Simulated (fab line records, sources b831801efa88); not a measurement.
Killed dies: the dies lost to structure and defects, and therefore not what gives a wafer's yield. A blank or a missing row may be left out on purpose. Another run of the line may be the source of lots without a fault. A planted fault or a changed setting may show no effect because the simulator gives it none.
The tool behind it: which one? | flow sky130 | Sampling: 24 lots, 72 wafers, 6 of 708 route steps

## WHAT THE GAUGES SHOWED, per wafer
SKY_FIELD_ISO_BOW_MEAS_00.
lot  | measured    | on            | INCOMING_BOW (um)
L074 | day 1 10:00 | film metro-02 | -1 5 3
L075 | day 1 15:02 | film metro-01 | 0 5 -3
L076 | day 1 20:00 | film metro-02 | -8 -11 -2
L077 | day 2 01:01 | film metro-04 | 0 -8 7
L078 | day 2 06:02 | film metro-02 | 4 4 4
L079 | day 2 11:01 | film metro-01 | 5 -6 5
L080 | day 2 16:00 | film metro-02 | 4 4 5
L081 | day 2 21:00 | film metro-01 | -4 5 5
L082 | day 3 02:00 | film metro-01 | 13 9 2
L083 | day 3 07:02 | film metro-02 | -2 3 -7
L084 | day 3 12:00 | film metro-01 | 13 -10 12
L085 | day 3 17:02 | film metro-04 | -12 3 6
L086 | day 3 22:00 | film metro-01 | 10 8 -8
L087 | day 4 03:00 | film metro-04 | -1 -3 -5
L088 | day 4 08:02 | film metro-04 | -3 -12 -4
L089 | day 4 13:02 | film metro-01 | 6 -3 2
L090 | day 4 18:00 | film metro-02 | -1 -1 3
L091 | day 4 23:00 | film metro-02 | 4 5 -10
L092 | day 5 04:00 | film metro-01 | 6 -12 1
L093 | day 5 09:02 | film metro-01 | 10 -1 8
L094 | day 5 14:02 | film metro-04 | 3 -7 -2
L095 | day 5 19:00 | film metro-01 | -3 -2 -7
L096 | day 6 00:00 | film metro-04 | 0 1 13
L097 | day 6 05:00 | film metro-01 | 0 5 8

SKY_PWDE_OVL_MEAS_07.
lot  | measured    | on         | PWDE_OVL (nm)
L074 | day 3 18:35 | overlay-02 | 1.7 0.1 1.2
L075 | day 3 23:03 | overlay-01 | 0.1 -0.8 0.6
L076 | day 4 11:58 | overlay-02 | 0.9 2.4 1.9
L077 | day 4 16:29 | overlay-02 | -0.4 0.1 0.3
L078 | day 4 22:47 | overlay-02 | 1.1 2.3 1.3
L079 | day 5 03:09 | overlay-01 | -0.9 -2.2 0.2
L080 | day 5 08:37 | overlay-02 | 3.1 1.8 0.1
L081 | day 5 11:32 | overlay-02 | 2.2 -1.8 2.1
L082 | day 5 18:14 | overlay-01 | 0.3 0.0 -1.5
L083 | day 5 22:51 | overlay-01 | -2.3 -1.7 -2.2
L084 | day 6 04:17 | overlay-01 | -0.2 -0.8 0.5
L085 | day 6 12:24 | overlay-02 | 2.1 2.1 2.2
L086 | day 6 15:29 | overlay-01 | -0.7 -0.6 -0.2
L087 | day 6 19:29 | overlay-01 | 1.1 -1.8 -2.8
L088 | day 7 00:36 | overlay-02 | 1.1 0.6 1.7
L089 | day 7 08:53 | overlay-01 | -0.6 -1.0 1.1
L090 | day 7 17:58 | overlay-02 | -1.2 1.1 -0.6
L091 | day 7 20:25 | overlay-01 | -0.8 -0.4 -2.1
L092 | day 8 00:29 | overlay-02 | 0.7 -0.4 -0.4
L093 | day 8 08:57 | overlay-01 | -1.6 1.0 0.8
L094 | day 8 13:47 | overlay-02 | -0.2 0.9 1.7
L095 | day 8 19:14 | overlay-02 | -1.0 0.1 0.3
L096 | day 8 21:38 | overlay-01 | -3.1 -1.2 -1.0
L097 | day 9 06:02 | overlay-01 | -0.3 1.5 0.5

SKY_GATE_OXIDE_OVL_MEAS_10.
lot  | measured     | on         | GATE_OXIDE_OVL (nm)
L074 | day 13 12:17 | overlay-02 | 0.2 1.5 -1.0
L075 | day 13 22:42 | overlay-02 | 0.9 0.1 0.4
L076 | day 14 23:24 | overlay-01 | -2.3 -3.8 -0.5
L077 | day 14 23:06 | overlay-01 | -1.1 -1.9 -1.7
L078 | day 16 07:52 | overlay-02 | 0.4 0.3 0.6
L079 | day 16 09:38 | overlay-01 | -0.5 -1.7 -2.3
L080 | day 16 09:55 | overlay-01 | -0.7 -0.3 -0.8
L081 | day 16 10:08 | overlay-01 | -2.7 -1.8 -1.7
L082 | day 16 18:14 | overlay-01 | -3.0 -3.2 -3.3
L083 | day 16 20:45 | overlay-01 | -2.4 -2.0 -1.4
L084 | day 17 16:27 | overlay-01 | -1.2 -3.0 0.7
L085 | day 17 18:27 | overlay-01 | -1.2 -0.7 1.2
L086 | day 17 23:41 | overlay-01 | -2.9 -0.1 -0.2
L087 | day 18 05:26 | overlay-01 | -0.9 -1.1 -0.9
L088 | day 18 14:11 | overlay-02 | -0.3 -0.6 -1.1
L089 | day 18 23:34 | overlay-01 | -1.1 0.6 -1.3
L090 | day 19 14:13 | overlay-02 | 0.1 -0.1 1.4
L091 | day 19 19:28 | overlay-01 | -2.1 -1.4 -2.1
L092 | day 20 02:21 | overlay-01 | 1.4 1.9 1.1
L093 | day 20 14:01 | overlay-02 | -0.1 1.4 -1.8
L094 | day 20 19:34 | overlay-02 | 1.6 0.0 -1.3
L095 | day 21 00:28 | overlay-02 | 2.8 2.9 1.0
L096 | day 21 07:00 | overlay-02 | 1.2 2.2 -1.1
L097 | day 21 15:09 | overlay-02 | -1.7 -0.9 -1.9

SKY_LDD_N_TW_MEAS_17.
lot  | measured     | on            | LDD_N_TW
L074 | day 17 16:23 | film metro-04 | 2599 2616 2586
L075 | day 17 21:44 | film metro-01 | 2541 2553 2558
L076 | day 18 22:13 | film metro-04 | 2574 2581 2565
L077 | day 19 01:22 | film metro-01 | 2540 2546 2540
L078 | day 20 10:50 | film metro-02 | 2539 2533 2551
L079 | day 20 14:26 | film metro-02 | 2545 2544 2544
L080 | day 20 14:22 | film metro-01 | 2557 2552 2551
L081 | day 20 15:34 | film metro-04 | 2567 2585 2575
L082 | day 20 22:47 | film metro-01 | 2560 2548 2561
L083 | day 21 04:05 | film metro-01 | 2561 2544 2556
L084 | day 21 22:08 | film metro-01 | 2555 2548 2549
L085 | day 21 23:14 | film metro-01 | 2550 2550 2536
L086 | day 22 04:35 | film metro-01 | 2555 2541 2550
L087 | day 22 12:31 | film metro-02 | 2551 2544 2564
L088 | day 22 18:38 | film metro-04 | 2595 2597 2607
L089 | day 23 02:32 | film metro-02 | 2547 2542 2558
L090 | day 23 17:43 | film metro-02 | 2546 2552 2552
L091 | day 24 00:55 | film metro-01 | 2550 2555 2550
L092 | day 24 05:11 | film metro-02 | 2575 2575 2573
L093 | day 24 16:42 | film metro-02 | 2564 2569 2562
L094 | day 24 23:20 | film metro-02 | 2567 2576 2564
L095 | day 25 03:25 | film metro-02 | 2538 2533 2549
L096 | day 25 09:41 | film metro-04 | 2586 2594 2580
L097 | day 25 19:07 | film metro-04 | 2586 2584 2584

SKY_CONTACT_BOW_MEAS_05.
lot  | measured     | on            | CONTACT_BOW (um)
L074 | day 30 08:31 | film metro-04 | 86 91 88
L075 | day 30 14:46 | film metro-02 | 79 86 79
L076 | day 31 10:13 | film metro-02 | 73 72 81
L077 | day 31 13:34 | film metro-01 | 81 72 86
L078 | day 32 20:37 | film metro-02 | 86 84 85
L079 | day 33 01:14 | film metro-01 | 84 73 86
L080 | day 32 23:55 | film metro-04 | 87 87 90
L081 | day 33 00:10 | film metro-04 | 77 85 84
L082 | day 33 04:37 | film metro-01 | 98 92 88
L083 | day 33 09:35 | film metro-02 | 83 88 78
L084 | day 34 06:00 | film metro-02 | 92 69 91
L085 | day 34 02:29 | film metro-01 | 68 83 88
L086 | day 34 06:46 | film metro-02 | 91 89 72
L087 | day 34 16:05 | film metro-02 | 79 76 73
L088 | day 34 19:19 | film metro-04 | 84 73 81
L089 | day 35 02:44 | film metro-02 | 85 76 82
L090 | day 35 17:18 | film metro-02 | 84 84 87
L091 | day 35 21:43 | film metro-01 | 89 88 74
L092 | day 36 06:17 | film metro-04 | 85 67 80
L093 | day 36 13:54 | film metro-01 | 91 81 88
L094 | day 36 16:55 | film metro-02 | 86 76 80
L095 | day 36 20:55 | film metro-04 | 82 85 80
L096 | day 37 04:48 | film metro-04 | 83 86 98
L097 | day 37 12:24 | film metro-04 | 86 89 93

## WHAT TOOL EACH LOT RAN ON (gives the tool, then ch and the chambers of the sampled wafers, and finally the start)
lot  | SKY_LI_CONTACT_CMP_02
L074 | cmp-01 ch 0,2,3, day 27 21:46
L075 | cmp-01 ch 0,1,2, day 28 02:19
L076 | cmp-01 ch 1,3, day 29 00:34
L077 | cmp-02 ch 0,1,3, day 29 03:16
L078 | cmp-01 ch 0,2, day 30 10:48
L079 | cmp-02 ch 0,1,3, day 30 15:34
L080 | cmp-01 ch 1,2,3, day 30 14:00
L081 | cmp-01 ch 2,3, day 30 14:45
L082 | cmp-01 ch 0,1,3, day 30 18:49
L083 | cmp-02 ch 0,3, day 31 00:49
L084 | cmp-01 ch 2,3, day 31 20:12
L085 | cmp-02 ch 0,2, day 31 18:18
L086 | cmp-01 ch 0,1,2, day 31 22:40
L087 | cmp-01 ch 0,1,2, day 32 07:31
L088 | cmp-01 ch 1,2, day 32 11:28
L089 | cmp-01 ch 0,1,2, day 32 18:31
L090 | cmp-01 ch 0,3, day 33 08:34
L091 | cmp-02 ch 0,2,3, day 33 12:51
L092 | cmp-01 ch 1,2,3, day 33 20:41
L093 | cmp-01 ch 0,2,3, day 34 05:09
L094 | cmp-01 ch 0,1,3, day 34 09:01
L095 | cmp-01 ch 0,1, day 34 13:04
L096 | cmp-01 ch 1,3, day 34 20:43
L097 | cmp-02 ch 0,1, day 35 03:59
- SKY_LI_CONTACT_CMP_02: polishes PSG.

## AS READ BY THE TOOLS THEMSELVES (means over the sampled wafers that have a number; for cases with no such wafer, the mark the record gives instead)
SKY_LI_CONTACT_CMP_02.
lot  | tool   | edge zone pressure frac | motor current A (A) | platen rpm (rpm) | slurry filter dp kPa (kPa) | time to endpoint s (s)
L074 | cmp-01 | 0.999                   | 11.8                | 59.98            | 13.47                      | 36.4
L075 | cmp-01 | 1.004                   | 12.3                | 60.00            | 13.56                      | 36.4
L076 | cmp-01 | 0.999                   | 10.6                | 59.97            | 13.56                      | 31.9
L077 | cmp-02 | 0.998                   | 12.8                | 59.99            | 13.52                      | 34.1
L078 | cmp-01 | 1.001                   | 12.5                | 60.00            | 13.69                      | 32.7
L079 | cmp-02 | 1.001                   | 12.1                | 59.99            | 13.57                      | 32.5
L080 | cmp-01 | 1.003                   | 11.6                | 60.02            | 13.57                      | 33.3
L081 | cmp-01 | 1.001                   | 10.9                | 60.01            | 13.53                      | 29.1
L082 | cmp-01 | 0.994                   | 11.5                | 59.99            | 13.38                      | 33.9
L083 | cmp-02 | 1.000                   | 13.0                | 60.02            | 13.52                      | 35.2
L084 | cmp-01 | 1.000                   | 11.8                | 59.97            | 13.59                      | 30.7
L085 | cmp-02 | 1.000                   | 12.7                | 60.01            | 13.67                      | 35.6
L086 | cmp-01 | 0.997                   | 12.1                | 59.97            | 13.37                      | 31.1
L087 | cmp-01 | 1.001                   | 12.6                | 60.02            | 13.65                      | 31.0
L088 | cmp-01 | 1.001                   | 11.7                | 60.00            | 13.51                      | 30.3
L089 | cmp-01 | 0.999                   | 12.4                | 60.00            | 13.54                      | 29.5
L090 | cmp-01 | 1.005                   | 11.0                | 60.03            | 13.51                      | 28.1
L091 | cmp-02 | 1.002                   | 12.5                | 59.98            | 13.42                      | 35.3
L092 | cmp-01 | 1.002                   | 11.3                | 60.00            | 13.53                      | 32.1
L093 | cmp-01 | 0.993                   | 12.4                | 60.00            | 13.33                      | 30.1
L094 | cmp-01 | 0.996                   | 11.1                | 60.00            | 13.50                      | 32.1
L095 | cmp-01 | 0.997                   | 12.0                | 60.00            | 13.41                      | 27.0
L096 | cmp-01 | 0.995                   | 10.8                | 60.01            | 13.50                      | 33.0
L097 | cmp-02 | 1.001                   | 13.0                | 59.97            | 13.43                      | 32.1

## THE ANSWER, worked out from the rows above alone
Rule: usual is defined by the lots themselves. Put in order of their means at a reading, lots are off if they are a third of the lots or fewer, leave a main group of 4 or more, and stand apart from it by a gap of 3 or more times the standard deviation of the main group's means; of several such gaps the widest counts. If all means in a main group match to the digits the tables above print for the reading, that group is not used. Also off: a lot with no number at a reading for which 4 or more lots have one. The other lots that the step has rows for count as sound. Order of review: gauges by route order, followed by the tools' own readings, for which a lot's mean as printed above is used. The first step at which some lot is off is used, and at that step the reading that is off furthest; a lot without a number counts as furthest.
Across all readings shown, no lot is off: no conclusion can be drawn from this.

## WHAT THE SIMULATOR HAD PUT IN
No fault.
